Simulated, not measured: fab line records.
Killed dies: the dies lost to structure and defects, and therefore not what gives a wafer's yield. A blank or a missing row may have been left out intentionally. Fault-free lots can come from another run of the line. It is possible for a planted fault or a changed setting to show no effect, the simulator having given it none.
Commonality check across tools :: flow gf180mcu :: 33 wafers sampled across 11 lots

## REASON IT WAS OPENED
Of 11 lots, 2 have the reading HV_LDD_RS flagged at GF_HV_LDD_RS_MEAS_53. Fault-free wafers read 412.7 ohm/sq, with a standard deviation of 0.79.
Rule: a lot is flagged in two cases, either no wafer of it has a number, or all its wafers with numbers fall more than 4 standard deviations from that mean. All remaining lots are regarded as sound.

lot: L477
measured: day 12 15:49
on: film-metro-01
HV_LDD_RS (ohm/sq), wafer by wafer: 412.5 412.7 412.9
flag: 

lot: L478
measured: day 12 17:02
on: film-metro-03
HV_LDD_RS (ohm/sq), wafer by wafer: 414.2 415.0 414.2
flag: 

lot: L479
measured: day 13 05:28
on: film-metro-02
HV_LDD_RS (ohm/sq), wafer by wafer: 413.2 411.9 412.4
flag: 

lot: L481
measured: day 13 23:30
on: film-metro-01
HV_LDD_RS (ohm/sq), wafer by wafer: 412.5 413.2 412.2
flag: 

lot: L483
measured: day 14 12:16
on: film-metro-03
HV_LDD_RS (ohm/sq), wafer by wafer: 411.2 411.7 412.5
flag: 

lot: L486
measured: day 15 16:08
on: film-metro-01
HV_LDD_RS (ohm/sq), wafer by wafer: 413.5 412.5 412.0
flag: 

lot: L488
measured: day 16 03:12
on: film-metro-02
HV_LDD_RS (ohm/sq), wafer by wafer: 411.6 411.6 413.2
flag: 

lot: L491
measured: day 17 03:01
on: film-metro-02
HV_LDD_RS (ohm/sq), wafer by wafer: 411.6 412.5 413.8
flag: 

lot: L494
measured: day 18 04:03
on: film-metro-02
HV_LDD_RS (ohm/sq), wafer by wafer: 418.9 418.6 418.7
flag: FLAGGED

lot: L495
measured: day 18 13:44
on: film-metro-03
HV_LDD_RS (ohm/sq), wafer by wafer: 418.8 418.4 419.6
flag: FLAGGED

lot: L500
measured: day 20 07:32
on: film-metro-01
HV_LDD_RS (ohm/sq), wafer by wafer: 412.7 412.0 412.4
flag: 
Average over the flagged lots: 418.8 ohm/sq; offset from the usual +6.1 ohm/sq, equal to +8 standard deviations.

## LOT BY LOT: THE TOOL USED
Before the reading, the record contains 3 process steps out of a 602-step route. Read each cell as the tool, then ch plus the chambers that the sampled wafers visited, then the start.
lot: L477
flag: 
GF_DUAL_GATE_STRIP_13: plasma-asher-04 ch 0,1, day 8 12:46
GF_HV_LDD_STRIP_10: plasma-asher-01 ch 0,1, day 10 06:06
GF_HV_LDD_IMPLANT_34: implanter-03 ch 0, day 11 19:37

lot: L478
flag: 
GF_DUAL_GATE_STRIP_13: plasma-asher-04 ch 0,1, day 8 16:04
GF_HV_LDD_STRIP_10: plasma-asher-02 ch 0,1, day 10 06:55
GF_HV_LDD_IMPLANT_34: implanter-02 ch 0, day 11 20:55

lot: L479
flag: 
GF_DUAL_GATE_STRIP_13: plasma-asher-04 ch 0,1, day 9 00:47
GF_HV_LDD_STRIP_10: plasma-asher-02 ch 0,1, day 10 18:17
GF_HV_LDD_IMPLANT_34: implanter-01 ch 0, day 12 08:57

lot: L481
flag: 
GF_DUAL_GATE_STRIP_13: plasma-asher-02 ch 0,1, day 9 16:44
GF_HV_LDD_STRIP_10: plasma-asher-02 ch 0,1, day 11 12:27
GF_HV_LDD_IMPLANT_34: implanter-02 ch 0, day 13 03:00

lot: L483
flag: 
GF_DUAL_GATE_STRIP_13: plasma-asher-04 ch 0,1, day 10 04:35
GF_HV_LDD_STRIP_10: plasma-asher-01 ch 0,1, day 12 00:32
GF_HV_LDD_IMPLANT_34: implanter-02 ch 0, day 13 15:06

lot: L486
flag: 
GF_DUAL_GATE_STRIP_13: plasma-asher-02 ch 0,1, day 11 02:23
GF_HV_LDD_STRIP_10: plasma-asher-04 ch 0,1, day 12 23:47
GF_HV_LDD_IMPLANT_34: implanter-02 ch 0, day 14 17:12

lot: L488
flag: 
GF_DUAL_GATE_STRIP_13: plasma-asher-04 ch 0,1, day 11 11:32
GF_HV_LDD_STRIP_10: plasma-asher-04 ch 0,1, day 13 09:54
GF_HV_LDD_IMPLANT_34: implanter-03 ch 0, day 15 04:12

lot: L491
flag: 
GF_DUAL_GATE_STRIP_13: plasma-asher-04 ch 0,1, day 12 10:02
GF_HV_LDD_STRIP_10: plasma-asher-02 ch 0,1, day 14 09:16
GF_HV_LDD_IMPLANT_34: implanter-01 ch 0, day 16 04:13

lot: L494
flag: FLAGGED
GF_DUAL_GATE_STRIP_13: plasma-asher-04 ch 0, day 13 07:10
GF_HV_LDD_STRIP_10: plasma-asher-01 ch 1, day 15 07:58
GF_HV_LDD_IMPLANT_34: implanter-01 ch 0, day 17 03:56

lot: L495
flag: FLAGGED
GF_DUAL_GATE_STRIP_13: plasma-asher-02 ch 0,1, day 13 13:11
GF_HV_LDD_STRIP_10: plasma-asher-04 ch 0,1, day 15 15:31
GF_HV_LDD_IMPLANT_34: implanter-01 ch 0, day 17 12:58

lot: L500
flag: 
GF_DUAL_GATE_STRIP_13: plasma-asher-02 ch 0,1, day 14 22:01
GF_HV_LDD_STRIP_10: plasma-asher-01 ch 0,1, day 16 23:07
GF_HV_LDD_IMPLANT_34: implanter-03 ch 0, day 18 23:13
What the steps here do:
- GF_DUAL_GATE_STRIP_13: strips in O2/N2.
- GF_HV_LDD_STRIP_10: strips in O2/N2.
- GF_HV_LDD_IMPLANT_34
- GF_HV_LDD_RS_MEAS_53: measures by four-point-probe.

## FLAGGED OVER TOTAL, TOOL BY TOOL (the gauges that took the reading come last)
step: GF_DUAL_GATE_STRIP_13
tool: plasma-asher-02
lots run: 4
flagged: 1
share of the flagged lots: some
sound lots run after its first flagged lot: 1 (L500)

step: GF_DUAL_GATE_STRIP_13
tool: plasma-asher-04
lots run: 7
flagged: 1
share of the flagged lots: some
sound lots run after its first flagged lot: 0

step: GF_HV_LDD_STRIP_10
tool: plasma-asher-01
lots run: 4
flagged: 1
share of the flagged lots: some
sound lots run after its first flagged lot: 1 (L500)

step: GF_HV_LDD_STRIP_10
tool: plasma-asher-02
lots run: 4
flagged: 0
share of the flagged lots: none
sound lots run after its first flagged lot: -

step: GF_HV_LDD_STRIP_10
tool: plasma-asher-04
lots run: 3
flagged: 1
share of the flagged lots: some
sound lots run after its first flagged lot: 0

step: GF_HV_LDD_IMPLANT_34
tool: implanter-01
lots run: 4
flagged: 2
share of the flagged lots: all
sound lots run after its first flagged lot: 0

step: GF_HV_LDD_IMPLANT_34
tool: implanter-02
lots run: 4
flagged: 0
share of the flagged lots: none
sound lots run after its first flagged lot: -

step: GF_HV_LDD_IMPLANT_34
tool: implanter-03
lots run: 3
flagged: 0
share of the flagged lots: none
sound lots run after its first flagged lot: -

step: GF_HV_LDD_RS_MEAS_53
tool: film-metro-01
lots run: 4
flagged: 0
share of the flagged lots: none
sound lots run after its first flagged lot: -

step: GF_HV_LDD_RS_MEAS_53
tool: film-metro-02
lots run: 4
flagged: 1
share of the flagged lots: some
sound lots run after its first flagged lot: 0

step: GF_HV_LDD_RS_MEAS_53
tool: film-metro-03
lots run: 3
flagged: 1
share of the flagged lots: some
sound lots run after its first flagged lot: 0

## THE TABLE: WHAT IT ALLOWS
1 row of the table ran every flagged lot: implanter-01 at GF_HV_LDD_IMPLANT_34.
- implanter-01 at GF_HV_LDD_IMPLANT_34 ran 4 lots, 2 of them flagged. A fault beginning between L491 (day 16 04:13), its last sound lot, and L494 (day 17 03:56), its first flagged one, fits the data. Its own readings lie more than 4 standard deviations out on every wafer of the flagged lots: dose-ions-cm2, faraday-current-uA.
Left over: one tool, implanter-01 at GF_HV_LDD_IMPLANT_34.

## WHAT HAD BEEN PUT IN BY THE SIMULATOR
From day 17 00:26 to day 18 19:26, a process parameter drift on implanter-01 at GF_HV_LDD_IMPLANT_34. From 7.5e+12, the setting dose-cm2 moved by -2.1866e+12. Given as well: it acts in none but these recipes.
Struck lots among those shown: L494, L495. The same result came from the rule above.
